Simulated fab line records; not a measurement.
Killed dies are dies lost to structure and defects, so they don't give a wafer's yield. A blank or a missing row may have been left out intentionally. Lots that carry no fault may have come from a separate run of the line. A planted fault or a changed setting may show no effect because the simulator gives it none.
fab line records	flow sky130
record: lots: 24	wafers: 72	last_day: 50
route steps=708 shown METAL2@484 METAL3@569 VIA3@574 CAP2M@606 VIA4@660 METAL5@665
lots untouched by any fault: they come from a run of this same line in which no faults occurred
start_h: the number of hours between the record's first day and the start of the first shown wafer of the lot	wait_h: how many hours have passed since the lot's step before this one	" unchanged from the row above	L1.1+2: several wafers, shown together as one row	- no value present, or no start provided	* or withheld: withheld	< > ~ a bound
route shown NAME@n: NAME is a module with steps in the file, n the number in the route of the first one	usual: average and standard deviation across the fault-free wafers	same: alike in all rows	chamber/n: place in a boat	sites: readings site by site	_std_site: the standard deviation of these	_edge_site: inner sites' mean taken away from outer sites' mean	radius_mm: for every site, how far away it sits from the centre of the wafer	mask NAME#n: copy n	behind: the tool/chamber that last shaped the wafer	hold: why the lot went on hold/how many hours it stayed there/how the hold came to an end	device: names the non-switching transistor (n, p or np)	end of line: tests run on the same wafers once the route is complete	a step with no rows: only its recipe	killed: not the wafer's yield, but the dies lost to structure and defects at the first sort	map: a wafer's dies, x killed, . not, _ none there
set.NAME: the setting as run; set.NAME@STEP: as run at that earlier step	model.NAME: the simulator's own value behind a step, which no gauge read
one table for each step of the route and one row for each wafer, over a sample of lots
services: from which hour (start_h, from the record's first day; less than 0 if before it) a tool's chamber was out of use, for how many hours, and why
== steps ==
step: SKY_METAL2_SPUTTER_01
recipe: material: TiN	target_thk_nm: 20	power_w: 6500	time_s: 16.7	chamber_pressure_pa: 0.4
usual: chamber_pressure_pa: 0.4000/0.00087	throttle_valve_pct: 30.1/1.2
lot.wafer	tool	chamber	start_h	wait_h	chamber_pressure_pa	throttle_valve_pct
L074.3	pvd_sputter-04	-	808.85	0.0	0.3994	29.9
L074.4	"	-	"	"	0.4005	30.7
L074.6	"	-	"	"	0.3994	29.1
L076.1	pvd_sputter-03	-	816.75	0.0	0.4007	31.5
L076.2	"	-	"	"	0.4006	32.1
L076.3	"	-	"	"	0.4003	29.1
L075.1	pvd_sputter-04	-	818.19	0.0	0.4013	30.1
L075.3	"	-	"	"	0.3999	30.7
L075.5	"	-	"	"	0.3991	29.4
L077.3	pvd_sputter-04	-	823.08	0.0	0.4010	30.5
L077.4	"	-	"	"	0.3998	30.8
L077.5	"	-	"	"	0.4006	30.8
L078.2	pvd_sputter-01	-	827.04	0.0	0.4003	32.1
L078.4	"	-	"	"	0.3999	29.5
L078.6	"	-	"	"	0.4007	30.1
L079.3	pvd_sputter-01	-	832.94	0.0	0.4014	32.0
L079.5	"	-	"	"	0.3992	28.2
L079.6	"	-	"	"	0.3999	30.2
L081.2	pvd_sputter-01	-	847.85	0.0	0.3992	30.1
L081.3	"	-	"	"	0.3991	28.5
L081.6	"	-	"	"	0.4004	28.4
L080.3	pvd_sputter-03	-	853.14	0.0	0.3994	28.9
L080.4	"	-	"	"	0.4002	31.9
L080.6	"	-	"	"	0.4001	32.1
L082.2	pvd_sputter-01	-	853.47	0.0	0.3996	28.3
L082.5	"	-	"	"	0.4003	32.3
L082.6	"	-	"	"	0.3994	29.4
L083.1	pvd_sputter-03	-	863.55	0.0	0.4004	29.0
L083.3	"	-	"	"	0.4002	28.8
L083.4	"	-	"	"	0.4005	31.6
L084.4	pvd_sputter-01	-	873.10	0.0	0.4002	30.1
L084.5	"	-	"	"	0.3986	28.3
L084.6	"	-	"	"	0.4001	31.9
L085.1	pvd_sputter-04	-	882.25	0.0	0.3992	29.3
L085.2	"	-	"	"	0.3979	29.9
L085.3	"	-	"	"	0.3978	30.7
L086.1	pvd_sputter-03	-	883.80	0.0	0.3994	28.8
L086.3	"	-	"	"	0.4005	29.0
L086.5	"	-	"	"	0.4002	29.0
L087.3	pvd_sputter-03	-	889.50	0.0	0.4007	28.7
L087.4	"	-	"	"	0.4006	31.9
L087.6	"	-	"	"	0.4004	28.9
L088.2	pvd_sputter-04	-	895.78	0.0	0.3996	30.9
L088.3	"	-	"	"	0.4010	29.7
L088.5	"	-	"	"	0.3989	29.1
L089.2	pvd_sputter-01	-	901.21	0.0	0.3995	30.4
L089.3	"	-	"	"	0.4004	32.0
L089.4	"	-	"	"	0.3998	29.7
L090.1	pvd_sputter-03	-	913.17	0.0	0.4003	31.5
L090.3	"	-	"	"	0.4011	32.1
L090.5	"	-	"	"	0.3991	29.0
L091.2	pvd_sputter-04	-	914.03	0.0	0.4017	30.7
L091.5	"	-	"	"	0.4007	30.6
L091.6	"	-	"	"	0.4011	31.0
L092.2	pvd_sputter-04	-	929.35	0.0	0.4005	30.4
L092.5	"	-	"	"	0.3991	29.4
L092.6	"	-	"	"	0.4008	29.8
L093.2	pvd_sputter-03	-	930.25	0.0	0.4009	31.7
L093.3	"	-	"	"	0.3990	28.6
L093.6	"	-	"	"	0.3995	28.7
L094.2	pvd_sputter-04	-	941.60	0.0	0.4015	30.5
L094.3	"	-	"	"	0.3994	30.5
L094.4	"	-	"	"	0.4006	29.4
L095.2	pvd_sputter-04	-	948.15	0.0	0.4005	30.8
L095.5	"	-	"	"	0.3995	30.6
L095.6	"	-	"	"	0.4003	29.2
L096.4	pvd_sputter-03	-	950.59	0.0	0.3997	31.4
L096.5	"	-	"	"	0.4006	31.3
L096.6	"	-	"	"	0.3990	31.8
L097.1	pvd_sputter-03	-	956.44	0.0	0.4006	31.8
L097.3	"	-	"	"	0.3984	28.7
L097.6	"	-	"	"	0.3989	28.8
step: SKY_METAL3_STRIP_19
recipe: chemistry: O2/N2	power_w: 1400	pressure_mtorr: 1500	platen_temp_c: withheld	o2_flow_sccm: 3000	n2_flow_sccm: 300	overash_fraction: 0.5
usual: drypump_motor_current_A: 6.1/0.44	oes_product_au: 0.504/0.0063	strip_time_to_endpoint_s: 6.58/0.083
lot.wafer	tool	chamber	start_h	wait_h	drypump_motor_current_A	oes_product_au	rf_hours_counter_h	strip_time_to_endpoint_s
L074.3	plasma_asher-01	1	917.06	0.1	6.7	0.513	-	6.73
L074.4	"	0	"	"	5.6	0.504	-	6.70
L074.6	"	1	"	"	6.7	0.510	-	6.73
L076.1	plasma_asher-03	0	923.26	0.1	6.3	0.514	77	6.58
L076.2	"	1	"	"	5.9	0.501	77	6.49
L076.3	"	0	"	"	6.3	0.506	-	6.60
L075.1	plasma_asher-01	1	925.43	0.1	6.7	0.511	17	6.78
L075.3	"	0	"	"	5.6	0.508	-	6.76
L075.5	"	1	"	"	6.7	0.511	-	6.71
L077.3	plasma_asher-03	1	928.76	0.1	5.9	0.504	-	6.62
L077.4	"	0	"	"	6.3	0.502	-	6.64
L077.5	"	0	"	"	6.3	0.494	-	6.61
L078.2	plasma_asher-04	1	933.58	0.1	5.6	0.496	114	6.41
L078.4	"	0	"	"	6.0	0.502	-	6.61
L078.6	"	0	"	"	5.9	0.507	-	6.63
L079.3	plasma_asher-03	1	938.88	0.1	5.9	0.514	-	6.77
L079.5	"	0	"	"	6.3	0.513	-	6.65
L079.6	"	1	"	"	5.9	0.514	-	6.76
L081.2	plasma_asher-01	0	951.93	0.1	5.6	0.510	20	6.69
L081.3	"	1	"	"	6.7	0.503	-	6.55
L081.6	"	1	"	"	6.7	0.494	-	6.48
L080.3	plasma_asher-01	1	957.43	0.1	6.8	0.503	-	6.67
L080.4	"	0	"	"	5.6	0.503	-	6.50
L080.6	"	0	"	"	5.6	0.499	-	6.51
L082.2	plasma_asher-03	1	957.96	0.1	5.9	0.503	80	6.60
L082.5	"	1	"	"	5.9	0.501	-	6.51
L082.6	"	0	"	"	6.3	0.504	-	6.59
L083.1	plasma_asher-01	1	968.00	0.1	6.7	0.505	22	6.60
L083.3	"	1	"	"	6.8	0.506	-	6.60
L083.4	"	0	"	"	5.6	0.512	-	6.58
L084.4	plasma_asher-04	1	976.33	0.1	5.6	0.504	-	6.59
L084.5	"	0	"	"	5.9	0.501	-	6.62
L084.6	"	1	"	"	5.6	0.504	-	6.61
L085.1	plasma_asher-01	1	985.09	0.1	6.7	0.492	23	6.55
L085.2	"	0	"	"	5.6	0.514	23	6.64
L085.3	"	0	"	"	5.6	0.493	-	6.55
L086.1	plasma_asher-04	1	987.23	0.1	5.6	0.498	119	6.50
L086.3	"	1	"	"	5.6	0.500	-	6.51
L086.5	"	0	"	"	6.0	0.503	-	6.57
L087.3	plasma_asher-01	0	992.16	0.1	5.5	0.508	-	6.52
L087.4	"	1	"	"	6.7	0.502	-	6.55
L087.6	"	0	"	"	5.6	0.498	-	6.52
L088.2	plasma_asher-04	0	997.16	0.1	5.9	0.509	120	6.63
L088.3	"	1	"	"	5.6	0.498	-	6.56
L088.5	"	0	"	"	5.9	0.505	-	6.58
L089.2	plasma_asher-01	1	1004.24	0.2	6.7	0.504	25	6.57
L089.3	"	1	"	"	6.7	0.495	-	6.60
L089.4	"	0	"	"	5.6	0.498	-	6.53
L090.1	plasma_asher-01	1	1014.89	0.1	6.7	0.502	26	6.54
L090.3	"	1	"	"	6.7	0.497	-	6.56
L090.5	"	1	"	"	6.8	0.511	-	6.61
L091.2	plasma_asher-03	1	1015.63	0.1	5.9	0.503	86	6.48
L091.5	"	0	"	"	6.4	0.501	-	6.53
L091.6	"	1	"	"	5.9	0.494	-	6.54
L092.2	plasma_asher-01	0	1028.23	0.1	5.6	0.500	28	6.57
L092.5	"	1	"	"	6.7	0.501	-	6.53
L092.6	"	0	"	"	5.5	0.499	-	6.54
L093.2	plasma_asher-03	0	1029.59	0.1	6.3	0.507	87	6.61
L093.3	"	0	"	"	6.3	0.496	-	6.52
L093.6	"	0	"	"	6.3	0.510	-	6.56
L094.2	plasma_asher-01	1	1040.18	0.1	6.7	0.504	29	6.59
L094.3	"	0	"	"	5.6	0.489	-	6.46
L094.4	"	1	"	"	6.7	0.513	-	6.54
L095.2	plasma_asher-03	0	1046.03	0.1	6.3	0.500	90	6.58
L095.5	"	1	"	"	5.9	0.507	-	6.67
L095.6	"	0	"	"	6.4	0.506	-	6.70
L096.4	plasma_asher-03	1	1048.38	0.1	5.9	0.495	-	6.45
L096.5	"	0	"	"	6.3	0.504	-	6.58
L096.6	"	1	"	"	5.9	0.501	-	6.42
L097.1	plasma_asher-03	0	1054.12	0.1	6.3	0.500	91	6.50
L097.3	"	1	"	"	5.9	0.495	-	6.47
L097.6	"	0	"	"	6.4	0.491	-	6.55
step: SKY_VIA3_THK_MEAS_01
recipe: reads: SiO2_of_VIA3_HDPCVD_00
usual: VIA3_HDPCVD_THK: 1649/20
lot.wafer	tool	chamber	start_h	wait_h	VIA3_HDPCVD_THK[nm]
L074.3	film_metro-04	-	917.84	0.1	1657
L074.4	"	-	"	"	1665
L074.6	"	-	"	"	1625
L076.1	film_metro-04	-	924.02	0.1	1649
L076.2	"	-	"	"	1665
L076.3	"	-	"	"	1603
L075.1	film_metro-01	-	926.19	0.1	1648
L075.3	"	-	"	"	1641
L075.5	"	-	"	"	1629
L077.3	film_metro-03	-	929.51	0.1	1628
L077.4	"	-	"	"	1638
L077.5	"	-	"	"	1616
L078.2	film_metro-01	-	934.35	0.1	1624
L078.4	"	-	"	"	1659
L078.6	"	-	"	"	1671
L079.3	film_metro-03	-	939.62	0.1	1649
L079.5	"	-	"	"	1655
L079.6	"	-	"	"	1641
L081.2	film_metro-04	-	952.70	0.1	1618
L081.3	"	-	"	"	1661
L081.6	"	-	"	"	1635
L080.3	film_metro-01	-	958.17	0.1	1650
L080.4	"	-	"	"	1631
L080.6	"	-	"	"	1670
L082.2	film_metro-01	-	958.73	0.1	1618
L082.5	"	-	"	"	1662
L082.6	"	-	"	"	1668
L083.1	film_metro-01	-	968.79	0.1	1686
L083.3	"	-	"	"	1697
L083.4	"	-	"	"	1693
L084.4	film_metro-04	-	977.42	0.0	1660
L084.5	"	-	"	"	1664
L084.6	"	-	"	"	1664
L085.1	film_metro-04	-	985.88	0.1	1619
L085.2	"	-	"	"	1651
L085.3	"	-	"	"	1658
L086.1	film_metro-04	-	988.03	0.1	1638
L086.3	"	-	"	"	1613
L086.5	"	-	"	"	1620
L087.3	film_metro-04	-	992.91	0.1	1648
L087.4	"	-	"	"	1664
L087.6	"	-	"	"	1632
L088.2	film_metro-04	-	997.93	0.1	1640
L088.3	"	-	"	"	1641
L088.5	"	-	"	"	1658
L089.2	film_metro-04	-	1005.01	0.1	1655
L089.3	"	-	"	"	1645
L089.4	"	-	"	"	1633
L090.1	film_metro-03	-	1015.83	0.1	1650
L090.3	"	-	"	"	1685
L090.5	"	-	"	"	1653
L091.2	film_metro-03	-	1016.60	0.1	1670
L091.5	"	-	"	"	1662
L091.6	"	-	"	"	1655
L092.2	film_metro-04	-	1029.00	0.1	1663
L092.5	"	-	"	"	1652
L092.6	"	-	"	"	1652
L093.2	film_metro-01	-	1030.77	0.1	1653
L093.3	"	-	"	"	1647
L093.6	"	-	"	"	1631
L094.2	film_metro-01	-	1040.98	0.1	1677
L094.3	"	-	"	"	1652
L094.4	"	-	"	"	1656
L095.2	film_metro-03	-	1046.83	0.1	1663
L095.5	"	-	"	"	1670
L095.6	"	-	"	"	1677
L096.4	film_metro-03	-	1049.17	0.0	1641
L096.5	"	-	"	"	1649
L096.6	"	-	"	"	1667
L097.1	film_metro-04	-	1054.92	0.1	1661
L097.3	"	-	"	"	1651
L097.6	"	-	"	"	1654
step: SKY_CAP2M_RS_MEAS_03
recipe: thk_meas_gauge: four-point-probe	reads: TiN_of_CAP2M_SPUTTER_02
usual: CAP2M_TIN_RS: 7.10/0.1
lot.wafer	tool	chamber	start_h	wait_h	CAP2M_TIN_RS[ohm/sq]
L074.3	film_metro-02	-	945.75	0.1	7.10
L074.4	"	-	"	"	7.06
L074.6	"	-	"	"	7.11
L076.1	film_metro-03	-	950.60	0.1	7.09
L076.2	"	-	"	"	6.94
L076.3	"	-	"	"	7.05
L075.1	film_metro-04	-	952.92	0.1	7.26
L075.3	"	-	"	"	7.23
L075.5	"	-	"	"	7.24
L077.3	film_metro-04	-	955.98	0.1	6.98
L077.4	"	-	"	"	6.94
L077.5	"	-	"	"	7.13
L078.2	film_metro-02	-	961.48	0.1	7.12
L078.4	"	-	"	"	7.16
L078.6	"	-	"	"	7.17
L079.3	film_metro-03	-	966.63	0.1	6.93
L079.5	"	-	"	"	7.03
L079.6	"	-	"	"	6.86
L081.2	film_metro-02	-	978.65	0.1	7.29
L081.3	"	-	"	"	7.21
L081.6	"	-	"	"	7.07
L080.3	film_metro-02	-	984.81	0.1	7.09
L080.4	"	-	"	"	6.92
L080.6	"	-	"	"	6.90
L082.2	film_metro-02	-	985.51	0.1	6.93
L082.5	"	-	"	"	7.09
L082.6	"	-	"	"	6.93
L083.1	film_metro-03	-	995.05	0.1	7.06
L083.3	"	-	"	"	7.03
L083.4	"	-	"	"	6.99
L084.4	film_metro-04	-	1003.22	0.1	7.13
L084.5	"	-	"	"	7.27
L084.6	"	-	"	"	7.35
L085.1	film_metro-03	-	1012.11	0.1	7.20
L085.2	"	-	"	"	7.12
L085.3	"	-	"	"	7.22
L086.1	film_metro-03	-	1013.95	0.1	6.99
L086.3	"	-	"	"	7.10
L086.5	"	-	"	"	7.00
L087.3	film_metro-04	-	1018.35	0.1	7.10
L087.4	"	-	"	"	7.16
L087.6	"	-	"	"	7.19
L088.2	film_metro-03	-	1024.25	0.1	7.17
L088.3	"	-	"	"	7.06
L088.5	"	-	"	"	7.13
L089.2	film_metro-03	-	1030.12	0.1	7.16
L089.3	"	-	"	"	7.03
L089.4	"	-	"	"	7.18
L090.1	film_metro-02	-	1040.42	0.1	7.14
L090.3	"	-	"	"	7.02
L090.5	"	-	"	"	7.07
L091.2	film_metro-03	-	1040.97	0.1	7.08
L091.5	"	-	"	"	7.26
L091.6	"	-	"	"	7.20
L092.2	film_metro-03	-	1053.22	0.1	7.17
L092.5	"	-	"	"	7.11
L092.6	"	-	"	"	7.13
L093.2	film_metro-02	-	1055.09	0.1	7.09
L093.3	"	-	"	"	7.01
L093.6	"	-	"	"	7.18
L094.2	film_metro-04	-	1065.19	0.1	7.16
L094.3	"	-	"	"	7.23
L094.4	"	-	"	"	7.20
L095.2	film_metro-03	-	1070.37	0.1	7.06
L095.5	"	-	"	"	7.08
L095.6	"	-	"	"	7.15
L096.4	film_metro-04	-	1073.66	0.1	7.18
L096.5	"	-	"	"	7.12
L096.6	"	-	"	"	7.25
L097.1	film_metro-03	-	1079.12	0.1	7.15
L097.3	"	-	"	"	7.14
L097.6	"	-	"	"	7.15
step: SKY_VIA4_CMP_21
recipe: stop_on: SiO2	t_overpolish_s: 25	down_force_psi: 3.5	platen_rpm: 60	target_thk_nm: 0	pad_velocity_m_s: 0.94248
usual: motor_current_A: 11.2/1.3	overpolish_run_s: 25.000/0.0086	time_to_endpoint_s: 121/5.9
lot.wafer	tool	chamber	start_h	wait_h	motor_current_A	overpolish_run_s	time_to_endpoint_s
L074.4	cmp-01	2	1021.45	0.1	10.6	24.999	134
L074.3	"	3	"	"	9.1	24.988	121
L074.6	"	1	"	"	12.2	24.998	132
L076.1	cmp-02	3	1025.31	0.1	11.2	24.995	121
L076.2	"	1	"	"	12.3	24.987	118
L076.3	"	2	"	"	10.7	25.013	124
L075.1	cmp-01	1	1027.62	0.1	11.8	24.990	132
L075.3	"	3	"	"	9.0	25.022	113
L075.5	"	1	"	"	12.8	25.006	132
L077.3	cmp-01	2	1029.92	0.0	9.8	24.988	128
L077.4	"	3	"	"	9.1	24.997	119
L077.5	"	2	"	"	10.0	25.009	132
L078.4	cmp-01	0	1035.01	0.0	13.5	25.001	124
L078.2	"	2	"	"	10.3	24.989	122
L078.6	"	0	"	"	12.8	25.002	121
L079.3	cmp-01	1	1039.70	0.2	12.2	25.002	127
L079.5	"	2	"	"	10.6	25.013	122
L079.6	"	3	"	"	9.1	25.011	114
L081.2	cmp-01	2	1051.68	0.0	10.0	24.991	123
L081.3	"	1	"	"	12.3	24.998	128
L081.6	"	2	"	"	10.0	25.006	126
L080.4	cmp-02	0	1055.86	0.0	11.0	24.996	113
L080.3	"	2	"	"	11.0	24.992	118
L080.6	"	1	"	"	12.3	25.019	112
L082.2	cmp-02	1	1057.84	0.0	11.6	25.006	120
L082.5	"	1	"	"	12.0	24.994	120
L082.6	"	2	"	"	11.4	24.990	122
L083.1	cmp-01	3	1066.46	0.1	9.3	25.004	110
L083.4	"	0	"	"	12.8	24.997	121
L083.3	"	1	"	"	12.4	25.006	126
L084.4	cmp-01	0	1074.26	0.0	13.5	24.990	121
L084.5	"	0	"	"	13.5	24.998	120
L084.6	"	1	"	"	12.1	24.992	127
L085.2	cmp-02	0	1081.85	0.1	10.0	25.015	117
L085.3	"	1	"	"	12.0	25.010	115
L085.1	"	2	"	"	11.4	24.990	130
L086.1	cmp-02	1	1083.23	0.1	11.1	25.015	118
L086.3	"	2	"	"	11.0	24.995	122
L086.5	"	1	"	"	12.5	24.977	119
L087.3	cmp-01	0	1087.39	0.0	13.0	25.001	117
L087.4	"	3	"	"	9.0	24.997	107
L087.6	"	1	"	"	12.2	25.005	130
L088.2	cmp-01	0	1092.48	0.0	13.5	24.994	116
L088.3	"	2	"	"	10.2	25.001	118
L088.5	"	0	"	"	12.9	25.000	116
L089.3	cmp-02	1	1098.12	0.0	12.2	25.002	110
L089.4	"	2	"	"	10.8	25.020	120
L089.2	"	0	"	"	10.7	24.976	115
L090.1	cmp-02	1	1107.82	0.8	11.7	24.994	114
L090.3	"	0	"	"	10.9	24.994	117
L090.5	"	1	"	"	12.0	24.998	116
L091.2	cmp-02	1	1108.52	1.2	11.8	24.990	121
L091.5	"	3	"	"	12.0	24.992	121
L091.6	"	0	"	"	10.3	24.994	118
L092.2	cmp-01	2	1119.60	0.1	10.3	24.993	120
L092.5	"	1	"	"	12.0	25.001	129
L092.6	"	2	"	"	10.2	24.991	123
L093.2	cmp-01	0	1122.38	0.0	13.0	24.999	120
L093.3	"	2	"	"	10.3	24.993	124
L093.6	"	0	"	"	13.3	24.987	122
L094.2	cmp-02	2	1130.68	0.0	10.5	24.994	128
L094.3	"	3	"	"	11.6	24.989	122
L094.4	"	0	"	"	11.0	25.005	122
L095.2	cmp-02	0	1134.39	0.3	10.9	24.999	121
L095.6	"	1	"	"	12.6	25.003	125
L095.5	"	2	"	"	11.6	24.999	129
L096.4	cmp-02	0	1136.68	0.1	10.6	24.992	115
L096.6	"	3	"	"	10.5	25.009	122
L096.5	"	0	"	"	10.6	25.004	115
L097.3	cmp-01	3	1141.24	0.0	9.0	25.001	111
L097.1	"	0	"	"	13.3	25.014	124
L097.6	"	0	"	"	13.1	25.004	121
step: SKY_METAL5_SPUTTER_04
recipe: material: TiN	target_thk_nm: 70	power_w: 6500	time_s: 58.3	chamber_pressure_pa: 0.4
usual: chamber_pressure_pa: 0.3999/0.00073	throttle_valve_pct: 30.2/1.2
lot.wafer	tool	chamber	start_h	wait_h	chamber_pressure_pa	throttle_valve_pct
L074.3	pvd_sputter-04	-	1021.82	0.0	0.4002	29.0
L074.4	"	-	"	"	0.4009	30.9
L074.6	"	-	"	"	0.3993	29.6
L076.1	pvd_sputter-04	-	1025.73	0.0	0.3998	29.4
L076.2	"	-	"	"	0.3993	30.8
L076.3	"	-	"	"	0.3991	30.5
L075.1	pvd_sputter-03	-	1027.98	0.0	0.3982	29.3
L075.3	"	-	"	"	0.4007	31.6
L075.5	"	-	"	"	0.4004	28.8
L077.3	pvd_sputter-01	-	1030.34	0.0	0.4002	28.4
L077.4	"	-	"	"	0.3987	29.5
L077.5	"	-	"	"	0.3999	30.2
L078.2	pvd_sputter-01	-	1035.43	0.0	0.3993	28.1
L078.4	"	-	"	"	0.4004	31.8
L078.6	"	-	"	"	0.4009	32.2
L079.3	pvd_sputter-03	-	1039.97	0.0	0.4006	28.8
L079.5	"	-	"	"	0.4002	29.3
L079.6	"	-	"	"	0.4002	32.0
L081.2	pvd_sputter-04	-	1052.10	0.0	0.3995	30.7
L081.3	"	-	"	"	0.3997	29.2
L081.6	"	-	"	"	0.4000	30.9
L080.3	pvd_sputter-04	-	1056.28	0.0	0.4016	29.6
L080.4	"	-	"	"	0.3997	29.4
L080.6	"	-	"	"	0.4007	30.8
L082.2	pvd_sputter-03	-	1058.26	0.0	0.3995	28.9
L082.5	"	-	"	"	0.3996	28.7
L082.6	"	-	"	"	0.3995	31.5
L083.1	pvd_sputter-04	-	1066.83	0.0	0.3987	30.8
L083.3	"	-	"	"	0.4010	29.9
L083.4	"	-	"	"	0.4018	29.4
L084.4	pvd_sputter-01	-	1074.68	0.0	0.4001	29.7
L084.5	"	-	"	"	0.3993	29.4
L084.6	"	-	"	"	0.4006	32.1
L085.1	pvd_sputter-01	-	1082.22	0.0	0.4005	32.1
L085.2	"	-	"	"	0.3999	28.4
L085.3	"	-	"	"	0.4003	29.5
L086.1	pvd_sputter-01	-	1083.64	0.0	0.4005	30.2
L086.3	"	-	"	"	0.3989	29.5
L086.5	"	-	"	"	0.4000	32.1
L087.3	pvd_sputter-04	-	1087.81	0.0	0.3993	29.5
L087.4	"	-	"	"	0.3993	30.9
L087.6	"	-	"	"	0.3996	29.3
L088.2	pvd_sputter-03	-	1092.90	0.0	0.3996	32.1
L088.3	"	-	"	"	0.3999	29.0
L088.5	"	-	"	"	0.3995	28.9
L089.2	pvd_sputter-04	-	1098.54	0.0	0.3990	31.0
L089.3	"	-	"	"	0.3997	30.8
L089.4	"	-	"	"	0.4004	29.7
L090.1	pvd_sputter-01	-	1108.23	0.0	0.4000	29.7
L090.3	"	-	"	"	0.4003	30.3
L090.5	"	-	"	"	0.4004	29.5
L091.2	pvd_sputter-01	-	1108.83	0.0	0.4010	30.4
L091.5	"	-	"	"	0.3994	28.4
L091.6	"	-	"	"	0.3996	32.0
L092.2	pvd_sputter-04	-	1119.96	0.0	0.4009	30.9
L092.5	"	-	"	"	0.4006	30.8
L092.6	"	-	"	"	0.3990	29.9
L093.2	pvd_sputter-04	-	1122.80	0.0	0.4000	30.8
L093.3	"	-	"	"	0.3992	30.9
L093.6	"	-	"	"	0.3999	29.9
L094.2	pvd_sputter-01	-	1131.09	0.0	0.4003	28.4
L094.3	"	-	"	"	0.4006	30.2
L094.4	"	-	"	"	0.4009	32.3
L095.2	pvd_sputter-04	-	1134.66	0.0	0.3992	30.8
L095.5	"	-	"	"	0.4002	30.9
L095.6	"	-	"	"	0.4006	30.6
L096.4	pvd_sputter-03	-	1137.05	0.0	0.4011	29.1
L096.5	"	-	"	"	0.4003	31.6
L096.6	"	-	"	"	0.3995	29.0
L097.1	pvd_sputter-01	-	1141.65	0.0	0.3992	28.2
L097.3	"	-	"	"	0.3989	29.6
L097.6	"	-	"	"	0.4001	32.1
== services ==
tool	chamber	start_h	hours	kind
cmp-01	-	793.39	4.0	pm
pvd_sputter-01	-	809.19	6.6	repair
plasma_asher-04	-	815.43	1.5	repair
plasma_asher-03	-	815.63	3.5	repair
plasma_asher-01	-	841.53	2.8	pm
cmp-02	-	849.64	0.9	repair
pvd_sputter-04	-	879.10	2.1	repair
cmp-02	-	911.36	7.0	pm
cmp-02	-	918.36	5.7	pm
cmp-02	-	924.04	4.0	pm
pvd_sputter-01	-	924.37	6.0	repair
cmp-01	-	928.04	5.0	pm
pvd_sputter-01	-	941.47	0.8	repair
plasma_asher-04	-	945.25	3.0	repair
plasma_asher-04	-	947.79	2.3	repair
plasma_asher-01	-	980.87	0.3	repair
pvd_sputter-03	-	1018.12	6.7	repair
pvd_sputter-01	-	1025.49	2.4	repair
cmp-02	-	1044.70	1.0	repair
pvd_sputter-04	-	1078.30	4.2	repair
plasma_asher-03	-	1093.37	6.7	repair
cmp-01	-	1104.67	7.2	pm
pvd_sputter-01	-	1119.03	1.7	repair
cmp-01	-	1131.40	4.0	pm
== key ==
fault none
